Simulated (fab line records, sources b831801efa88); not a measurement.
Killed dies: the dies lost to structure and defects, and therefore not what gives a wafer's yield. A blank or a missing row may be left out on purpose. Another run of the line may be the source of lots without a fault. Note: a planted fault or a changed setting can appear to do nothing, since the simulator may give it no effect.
Problem report, 8D (eight disciplines) form, completed by code ; flow sky130 ; the parts of the form that need people (team, actions taken, sign-off) are left out

== 1. THE ISSUE ==
Wafers free of any fault read 67.92 ohm/sq (standard deviation 0.12) for SD_N_RS at SKY_SD_N_RS_MEAS_16, against a mean of 70.64 ohm/sq on 6 wafers of 2 lots. Measured from the usual mean, that is +23 standard deviations.
The step: measures by four-point-probe.
First observed at day 30 16:22: wafer L465.4, on filmMetro-03. The record has a number at this step for 33 wafers belonging to 11 lots. Rule for "out" (also "out of limits"): further than 4 standard deviations from the usual mean. The rest of the wafers with a number are treated as sound.

== 2. WHAT IT IS, WHAT IT ISN'T ==
question;is;is not
which readings at this step;SD_N_RS;-
which lots;L465, L468;L457, L458, L464, L472, L476, L477, L478, L479, L480
which wafers of those lots;all that have a number;-
read on which gauges;filmMetro-03;filmMetro-02, filmMetro-04
when;from day 30 16:22;"up to then (9 sound wafers); but 18 sound wafers of L472, L476, L477, L478, L479, L480 came after"

== 3. THE SUSPECTS, EACH WITH WHAT RULES IT OUT ==
Counting: a tool stays on the suspect list if, at a process step up to the reading, it processed all lots that are out and no sound lot following the first of them.
- the gauge at SKY_SD_N_RS_MEAS_16: kept. All the wafers that are out were read on filmMetro-03, and no step on other tools shows them out.
- rtpAnneal-02 at SKY_SD_N_RTA_14 (time 2 s): ruled out as a lasting fault. Sound lots L477, L479, L480 ran on it after its first lot that is out, L465 (day 30 16:10).
Left after counting: filmMetro-03 at SKY_SD_N_RS_MEAS_16.

== 4. THE CAUSE (what the simulator had put in) ==
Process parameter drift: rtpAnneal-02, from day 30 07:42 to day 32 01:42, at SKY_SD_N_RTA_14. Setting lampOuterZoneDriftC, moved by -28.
The count ruled it out by mistake, since the rule takes a fault to strike every lot its tool runs from the start of the fault on, and this one did not do so.

== 5. THE CHAIN OF EFFECTS, in route order ==
Each row: a reading where the mean over the struck wafers with a number is more than 3 standard deviations away from the usual. Readings are gone through only where the record gives a usual standard deviation; hours: the median, over the lots, of the time from a lot's start at the first step in this table giving one to that lot's start at this step; sigmas: the change measured in usual standard deviations.
hours;step;reading;usual;on struck wafers;change;sigmas
0;SKY_SD_N_RS_MEAS_16;SD_N_RS;67.92 ohm/sq;70.64;+2.72;+23
9;SKY_SD_N_RS_MEAS_17;SD_P_RS;147.0 ohm/sq;162.3;+15.3;+43

== 6. HOW IT WOULD HAVE BEEN CAUGHT EARLIER ==
Counted from the fault's start at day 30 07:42, it took 9 hours until the first out-of-limits reading at a measuring or inspecting step in this record, taken at day 30 16:22.
No tool reading at SKY_SD_N_RTA_14 that has a usual standard deviation in the record was out on any struck wafer, so an alarm limit of 4 standard deviations on those readings would not have fired.
